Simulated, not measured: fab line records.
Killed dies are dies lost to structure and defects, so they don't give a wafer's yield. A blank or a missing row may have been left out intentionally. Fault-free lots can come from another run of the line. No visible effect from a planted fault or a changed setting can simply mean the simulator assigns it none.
8D (eight disciplines) problem report, filled in by code    flow gf180mcu    the parts of the form that need people (team, actions taken, sign-off) are left out

## 1. WHAT IS WRONG
GF_VT_IMPLANT_WET_ETCH_50, temp c: mean 25.95 C on 3 wafers (1 lot); fault-free wafers 24.98 C, standard deviation 0.093. Measured from the usual mean, that is +10 standard deviations.
The step: etches SiO2 in dHF, target depth 20 nm, time 400 s.
First observed at day 10 07:22: wafer L931.1, on wet bench-02. At this step, 39 wafers from 13 lots have a number in the record. By rule, "out" or "out of limits" means more than 4 standard deviations away from the usual mean. The other wafers with a number count as sound.

## 2. WHAT IT IS; WHAT IT IS NOT
question                     is                      is not
which readings at this step  temp c                  -
which lots                   L931                    L922, L923, L924, L925, L926, L937, L938, L939, L941, L942, L943, L944
which wafers of those lots   all that have a number  -
read on which tools          wet bench-02            wet bench-01, wet bench-03
when                         from day 10 07:22       up to then (15 sound wafers); but 21 sound wafers of L937, L938, L939, L941, L942, L943, L944 came after

## 3. THE SUSPECTS, EACH WITH WHAT RULES IT OUT
Counting: any tool at a process step up to the reading is kept as a suspect provided that every lot that is out went through it and no sound lot did after the first of them.
- wet bench-02 at GF_VT_IMPLANT_WET_ETCH_50 (etches SiO2 in dHF, target depth 20 nm, time 400 s): kept. It ran the lot that is out, L931 (day 10 07:22), and no sound lot after that; its last sound lot up to then is L926 (day 9 02:14). Out on those wafers are its own readings of temp c.
Left after counting: wet bench-02 at GF_VT_IMPLANT_WET_ETCH_50.

## 4. THE CAUSE (what the simulator had put in)
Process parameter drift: wet bench-02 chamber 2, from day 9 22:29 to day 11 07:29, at GF_VT_IMPLANT_WET_ETCH_50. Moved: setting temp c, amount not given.
The count eliminated every tool but this one.

## 5. THE EFFECT CHAIN, in route order
One row per reading whose mean, taken over the struck wafers that have a number, lies over 3 standard deviations from the usual. Scope: only readings with a usual standard deviation given in the record; hours: median across lots of the time from each lot's start at the first step in this table that gives one to its start at this step; sigmas: change in usual standard deviations.
hours  step                       reading  usual    on struck wafers  change  sigmas
0      GF_VT_IMPLANT_WET_ETCH_50  temp c   24.98 C  25.95             +0.97   +10
Process steps it contains:
- GF_VT_IMPLANT_WET_ETCH_50: etches SiO2 in dHF, target depth 20 nm, time 400 s.
Later steps that measure or inspect, where all struck wafers having a row at the step show a number for every such reading and not one has moved that far: GF_PSD_OVL_MEAS_08.

## 6. WHAT WOULD HAVE CAUGHT IT SOONER
The fault began at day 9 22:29; the first out-of-limits reading in this record came at day 10 07:22, 9 hours later.
